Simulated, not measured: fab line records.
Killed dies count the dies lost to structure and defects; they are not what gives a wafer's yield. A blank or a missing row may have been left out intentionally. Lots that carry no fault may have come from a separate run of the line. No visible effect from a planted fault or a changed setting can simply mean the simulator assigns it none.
Which tool was responsible? + flow gf180mcu + Sampling: 6 lots, 18 wafers, 4 of 602 route steps

## WHAT EACH GAUGE READ, for each wafer
GF_HV_LDD_RS_MEAS_53: measurement is done with a four-point probe.
| lot  | measured     | on            | HV_LDD_RS (ohm/sq) |
|------|--------------|---------------|--------------------|
| L837 | day 14 13:53 | film_metro-02 | - - -              |
| L839 | day 15 08:23 | film_metro-02 | 418.8 419.1 417.3  |
| L844 | day 17 03:35 | film_metro-02 | 417.4 417.7 416.8  |
| L848 | day 18 10:14 | film_metro-02 | 417.5 418.1 417.8  |
| L850 | day 19 03:43 | film_metro-02 | 417.3 417.1 416.7  |
| L852 | day 19 17:24 | film_metro-02 | 417.2 417.3 417.4  |

## EACH LOT AND THE TOOL THAT RAN IT (in order: tool; ch and the chambers of the sampled wafers; start)
| lot  | GF_POLY_GATE_ETCH_12               | GF_HV_LDD_IMPLANT_33            | GF_HV_LDD_RTA_52                 |
|------|------------------------------------|---------------------------------|----------------------------------|
| L837 | rie_diel-02 ch 0,1,2, day 11 03:57 | implanter-01 ch 0, day 13 16:02 | rtp_anneal-01 ch 0, day 14 13:49 |
| L839 | rie_diel-04 ch 0,1,2, day 11 19:24 | implanter-03 ch 0, day 14 10:00 | rtp_anneal-01 ch 0, day 15 08:19 |
| L844 | rie_diel-02 ch 1,2,3, day 13 11:33 | implanter-03 ch 0, day 16 04:18 | rtp_anneal-02 ch 0, day 17 03:31 |
| L848 | rie_diel-03 ch 1,3, day 14 13:18   | implanter-03 ch 0, day 17 10:31 | rtp_anneal-02 ch 0, day 18 10:10 |
| L850 | rie_diel-02 ch 1,2, day 15 05:16   | implanter-01 ch 0, day 18 02:36 | rtp_anneal-01 ch 0, day 19 03:38 |
| L852 | rie_diel-03 ch 0,3, day 15 16:54   | implanter-02 ch 0, day 18 16:22 | rtp_anneal-01 ch 0, day 19 17:19 |
- GF_POLY_GATE_ETCH_12: etches BARC in N2/H2.
- GF_HV_LDD_IMPLANT_33
- GF_HV_LDD_RTA_52: time 10 s.

## THE ANSWER, worked out from the rows above alone
Rule: the usual values come from the lots themselves. The widest of any qualifying gaps counts: lots, ordered by their means at a reading, are off when they make up no more than a third of the lots, leave a main group of 4 or more, and stand apart from it by 3 or more times the standard deviation of that group's means. The tables above print the reading to a certain number of digits; a main group whose means all agree to those digits is not used. Also off: a lot with no number at a reading for which 4 or more lots have one. The other lots that the step has rows for count as sound.
Off: L837, at GF_HV_LDD_RS_MEAS_53 (HV_LDD_RS). Without a number there: L837. The main group has a mean of 417.6 ohm/sq with a standard deviation of 0.48.
If a tool, at a process step before that reading, ran all the lots that are off and no sound lot after the first of them, it fits. Gauges at GF_HV_LDD_RS_MEAS_53: tried the same way as those tools. None of those tried fits.

## WHAT HAD BEEN PUT IN BY THE SIMULATOR
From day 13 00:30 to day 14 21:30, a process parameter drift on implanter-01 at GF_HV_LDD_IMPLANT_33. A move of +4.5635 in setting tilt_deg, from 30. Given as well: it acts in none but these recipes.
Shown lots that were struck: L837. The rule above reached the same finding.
